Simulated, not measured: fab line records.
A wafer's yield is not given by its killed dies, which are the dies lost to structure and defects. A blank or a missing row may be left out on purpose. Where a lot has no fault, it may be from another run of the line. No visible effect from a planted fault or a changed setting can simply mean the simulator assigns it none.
Which tool was responsible? + flow gf180mcu + 36 wafers from 12 lots sampled at 5 of the route's 602 steps

WHAT THE GAUGES READ, wafer by wafer
GF_V2_CD_MEAS_14: target cd 260 nm. Usual: 259.8 nm for cdNm, sd 1.3.
| lot  | measured     | on       | cdNm (nm)         | flag |
|------|--------------|----------|-------------------|------|
| L214 | day 20 11:49 | cdSem-01 | 261.5 261.8 262.5 |      |
| L215 | day 20 22:29 | cdSem-01 | 260.3 260.8 259.8 |      |
| L218 | day 21 15:59 | cdSem-01 | 259.5 258.5 257.9 |      |
| L219 | day 22 08:04 | cdSem-02 | 260.3 260.5 260.5 |      |
| L220 | day 22 13:23 | cdSem-01 | 258.8 259.1 259.0 |      |
| L222 | day 23 11:35 | cdSem-01 | 259.4 258.2 258.0 |      |
| L223 | day 23 23:35 | cdSem-02 | 259.0 259.0 258.2 |      |
| L225 | day 24 17:10 | cdSem-01 | 259.6 257.7 259.0 |      |
| L227 | day 26 00:58 | cdSem-01 | 262.0 261.7 260.8 |      |
| L234 | day 27 02:43 | cdSem-02 | 260.1 260.6 260.6 |      |
| L235 | day 27 08:36 | cdSem-01 | 260.9 260.8 261.6 |      |
| L237 | day 27 19:16 | cdSem-01 | 260.3 258.4 259.7 |      |

GF_V3_THK_MEAS_03. Usual: V3_CVD_02_THK 849 nm, standard deviation 12.
| lot  | measured     | on           | V3_CVD_02_THK (nm) | flag |
|------|--------------|--------------|--------------------|------|
| L214 | day 21 14:19 | filmMetro-01 | 828 844 860        |      |
| L215 | day 22 01:17 | filmMetro-04 | 834 860 859        |      |
| L218 | day 22 18:17 | filmMetro-01 | 839 843 847        |      |
| L219 | day 23 09:35 | filmMetro-04 | 864 858 867        |      |
| L220 | day 23 15:17 | filmMetro-01 | 854 868 866        |      |
| L222 | day 24 12:23 | filmMetro-03 | 839 856 868        |      |
| L223 | day 25 01:05 | filmMetro-01 | 851 855 861        |      |
| L225 | day 25 17:26 | filmMetro-04 | 835 842 845        |      |
| L227 | day 27 00:23 | filmMetro-04 | 727 855 865        |      |
| L234 | day 28 01:11 | filmMetro-03 | 853 846 852        |      |
| L235 | day 28 06:56 | filmMetro-04 | 853 858 854        |      |
| L237 | day 28 16:59 | filmMetro-01 | 840 840 856        |      |

WHICH TOOL RAN EACH LOT (tool, then ch and the chambers of the sampled wafers, then the start)
| lot  | GF_M3_SPUTTER_02            | GF_M3_SPUTTER_03            | GF_V3_CVD_02                    |
|------|-----------------------------|-----------------------------|---------------------------------|
| L214 | pvdSputter-04, day 20 13:28 | pvdSputter-04, day 20 13:29 | pecvd-02 ch 1,2, day 21 14:13   |
| L215 | pvdSputter-01, day 21 00:08 | pvdSputter-01, day 21 00:10 | pecvd-01 ch 0,1,2, day 22 01:13 |
| L218 | pvdSputter-01, day 21 17:34 | pvdSputter-01, day 21 17:35 | pecvd-01 ch 0,1,2, day 22 18:13 |
| L219 | pvdSputter-01, day 22 09:41 | pvdSputter-01, day 22 09:43 | pecvd-04 ch 0,2, day 23 09:30   |
| L220 | pvdSputter-01, day 22 15:02 | pvdSputter-01, day 22 15:03 | pecvd-02 ch 0,1, day 23 15:13   |
| L222 | pvdSputter-04, day 23 13:21 | pvdSputter-04, day 23 13:23 | pecvd-02 ch 0,1, day 24 12:19   |
| L223 | pvdSputter-04, day 24 01:16 | pvdSputter-04, day 24 01:17 | pecvd-04 ch 1,2, day 25 00:59   |
| L225 | pvdSputter-01, day 24 18:50 | pvdSputter-01, day 24 18:52 | pecvd-01 ch 0,1, day 25 17:22   |
| L227 | pvdSputter-01, day 26 02:37 | pvdSputter-01, day 26 02:39 | pecvd-02 ch 0,1,2, day 27 00:19 |
| L234 | pvdSputter-01, day 27 04:23 | pvdSputter-01, day 27 04:25 | pecvd-01 ch 0,1,2, day 28 01:07 |
| L235 | pvdSputter-04, day 27 10:16 | pvdSputter-04, day 27 10:17 | pecvd-04 ch 0,1, day 28 06:51   |
| L237 | pvdSputter-04, day 27 20:55 | pvdSputter-04, day 27 20:56 | pecvd-04 ch 0,1,2, day 28 16:54 |
- GF_M3_SPUTTER_02: material AlCu, target thk 450 nm, time 23.9 s.
- GF_M3_SPUTTER_03: material Ti, target thk 10 nm, time 6.7 s.
- GF_V3_CVD_02: deposits SiO2 from TEOS, target thk 850 nm, time 94.851 s.

WHAT THE TOOLS THEMSELVES READ (means of the sampled wafers that have a number; where no wafer has one, the mark that the record gives instead)
GF_M3_SPUTTER_02. Usual: 29.7 % for throttleValvePct, sd 1.2.
| lot  | tool          | throttleValvePct (%) | flag |
|------|---------------|----------------------|------|
| L214 | pvdSputter-04 | 28.5                 |      |
| L215 | pvdSputter-01 | 29.0                 |      |
| L218 | pvdSputter-01 | 30.4                 |      |
| L219 | pvdSputter-01 | 30.0                 |      |
| L220 | pvdSputter-01 | 30.4                 |      |
| L222 | pvdSputter-04 | 28.6                 |      |
| L223 | pvdSputter-04 | 28.0                 |      |
| L225 | pvdSputter-01 | 29.8                 |      |
| L227 | pvdSputter-01 | 29.1                 |      |
| L234 | pvdSputter-01 | 29.9                 |      |
| L235 | pvdSputter-04 | 29.3                 |      |
| L237 | pvdSputter-04 | 28.6                 |      |

GF_M3_SPUTTER_03. Usual: 29.7 % for throttleValvePct, sd 1.2.
| lot  | tool          | throttleValvePct (%) | flag |
|------|---------------|----------------------|------|
| L214 | pvdSputter-04 | 28.6                 |      |
| L215 | pvdSputter-01 | 28.9                 |      |
| L218 | pvdSputter-01 | 30.5                 |      |
| L219 | pvdSputter-01 | 29.9                 |      |
| L220 | pvdSputter-01 | 30.2                 |      |
| L222 | pvdSputter-04 | 28.6                 |      |
| L223 | pvdSputter-04 | 28.0                 |      |
| L225 | pvdSputter-01 | 30.0                 |      |
| L227 | pvdSputter-01 | 29.1                 |      |
| L234 | pvdSputter-01 | 29.9                 |      |
| L235 | pvdSputter-04 | 29.0                 |      |
| L237 | pvdSputter-04 | 28.5                 |      |

GF_V3_CVD_02. Usual: heaterPowerW 647 W, standard deviation 120; susceptorTempC 400.00 C, standard deviation 0.23.
| lot  | tool     | heaterPowerW (W) | susceptorTempC (C) | flag |
|------|----------|------------------|--------------------|------|
| L214 | pecvd-02 | 674              | 400.00             |      |
| L215 | pecvd-01 | 548              | 399.95             |      |
| L218 | pecvd-01 | 601              | 400.13             |      |
| L219 | pecvd-04 | 712              | 399.81             |      |
| L220 | pecvd-02 | 602              | 400.00             |      |
| L222 | pecvd-02 | 639              | 400.02             |      |
| L223 | pecvd-04 | 665              | 400.01             |      |
| L225 | pecvd-01 | 599              | 399.77             |      |
| L227 | pecvd-02 | 715              | 399.80             |      |
| L234 | pecvd-01 | 547              | 400.14             |      |
| L235 | pecvd-04 | 538              | 399.80             |      |
| L237 | pecvd-04 | 630              | 399.79             |      |

THE ANSWER, worked out from the rows above alone
Rule: take the mean of a lot's wafers that have a number; if it is more than 3 standard deviations from the usual mean, the lot is off. A lot without any number at a reading at which 4 lots or more have one is off too. Where the step has rows for the other lots, those lots are counted as sound. Order of review: gauges by route order, followed by the tools' own readings, for which a lot's mean as printed above is used. At the first step where some lot is off, the reading lying furthest off is the one used; lots without a number count as furthest.
No lot is off at any reading shown: from this, nothing can be told.

WHAT THE SIMULATOR HAD INSERTED
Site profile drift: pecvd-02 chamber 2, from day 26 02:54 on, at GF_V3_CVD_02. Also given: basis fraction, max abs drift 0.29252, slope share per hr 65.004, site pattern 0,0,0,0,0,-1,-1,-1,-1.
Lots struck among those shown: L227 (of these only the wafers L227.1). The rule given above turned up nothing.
